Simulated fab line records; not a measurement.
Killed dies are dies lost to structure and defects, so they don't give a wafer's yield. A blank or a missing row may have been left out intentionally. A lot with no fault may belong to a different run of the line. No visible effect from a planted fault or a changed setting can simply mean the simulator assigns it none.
Problem report in the 8D (eight disciplines) form, filled by code || flow sky130 || the parts of the form that need people (team, actions taken, sign-off) are left out

## 1. THE PROBLEM
Wafers free of any fault read 1034 nm (standard deviation 10) for VIA1_HDPCVD_THK at SKY_VIA1_THK_MEAS_01, against a mean of 968 nm on 2 wafers of 2 lots. That is -6.6 standard deviations from the usual mean.
The first sign was on wafer L958.1 at day 36 22:18, on film_metro-01. At this step, 32 wafers from 11 lots have a number in the record. By rule, "out" or "out of limits" means more than 4 standard deviations away from the usual mean. The rest of the wafers with a number are treated as sound.

## 2. WHAT IT IS; WHAT IT IS NOT
{"question": "which readings at this step", "is": "VIA1_HDPCVD_THK", "is not": "-"}
{"question": "which lots", "is": "L958, L959", "is not": "L947, L948, L951, L953, L955, L960, L967, L968, L969"}
{"question": "which wafers of those lots", "is": "L958.1, L959.2", "is not": "L958.4, L958.5, L959.3"}
{"question": "read on which gauges", "is": "film_metro-01", "is not": "film_metro-02, film_metro-04"}
{"question": "when", "is": "from day 36 22:18", "is not": "up to then (17 sound wafers); but 13 sound wafers of L959, L960, L967, L968, L969 came after"}

## 3. THE SUSPECTS, EACH WITH WHAT RULES IT OUT
Counting: a tool at a process step up to the reading stays a suspect if it ran every lot that is out. Sound lots after the first of them don't rule it out here, since some wafers of a struck lot are sound.
- the gauge at SKY_VIA1_THK_MEAS_01: ruled out. All the wafers that are out were read on film_metro-01, but those of them that SKY_VIA1_HDPCVD_00 has rows for are out there too, on other tools.
- rie_metal-04 at SKY_LOCAL_INTERCONNECT_METAL_ETCH_14 (etches TiN in Cl2/BCl3, stops on PSG, target depth 110 nm, time 31.4 s): kept. It ran every lot that is out, first L958 (day 34 13:39); its last sound lot up to then is L955 (day 33 07:39).
- hdpcvd-01 at SKY_VIA1_HDPCVD_00 (deposits SiO2, target thk 1030 nm, time 171.7 s): kept. It ran every lot that is out, first L958 (day 36 22:11); its last sound lot up to then is L955 (day 35 15:35). Out on those wafers are its own readings of run_length_s.
- Within rie_metal-04 at SKY_LOCAL_INTERCONNECT_METAL_ETCH_14: the wafers that are out ran in chamber 0; their sound lot-mates ran in chamber 1.
The count leaves hdpcvd-01 at SKY_VIA1_HDPCVD_00 and rie_metal-04 at SKY_LOCAL_INTERCONNECT_METAL_ETCH_14.

## 4. THE CAUSE (what the simulator had put in)
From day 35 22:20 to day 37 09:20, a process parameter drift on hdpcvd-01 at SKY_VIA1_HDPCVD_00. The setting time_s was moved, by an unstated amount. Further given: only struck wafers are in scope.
This tool is one of the 2 suspects left after counting.

## 5. THE EFFECT CHAIN, in route order
Each row: a reading where the mean over the struck wafers with a number is more than 3 standard deviations away from the usual. Scope: only readings with a usual standard deviation given in the record; hours: median across lots of the time from each lot's start at the first step in this table that gives one to its start at this step; sigmas: change in usual standard deviations.
{"hours": 0, "step": "SKY_VIA1_HDPCVD_00", "reading": "run_length_s", "usual": "199.6 s", "on struck wafers": 189.6, "change": -10.0, "sigmas": -19}
{"hours": 0, "step": "SKY_VIA1_THK_MEAS_01", "reading": "VIA1_HDPCVD_THK", "usual": "1034 nm", "on struck wafers": 968, "change": -66, "sigmas": -6.6}
Here are the process steps it includes:
- SKY_VIA1_HDPCVD_00: deposits SiO2, target thk 1030 nm, time 171.7 s.

## 6. HOW IT WOULD HAVE BEEN CAUGHT EARLIER
24 hours passed between the start of the fault at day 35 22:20 and the first reading out of limits at a measuring or inspecting step in this record, taken at day 36 22:18.
The tool's own readings at SKY_VIA1_HDPCVD_00 were out on every struck wafer that the step has a row for (run_length_s): an alarm limit on them would have fired on the first of those.
Lots out: 2; of these, L959 started SKY_VIA1_HDPCVD_00 on hdpcvd-01 after day 36 22:18. Had the tool been put on hold then, it would have been spared.
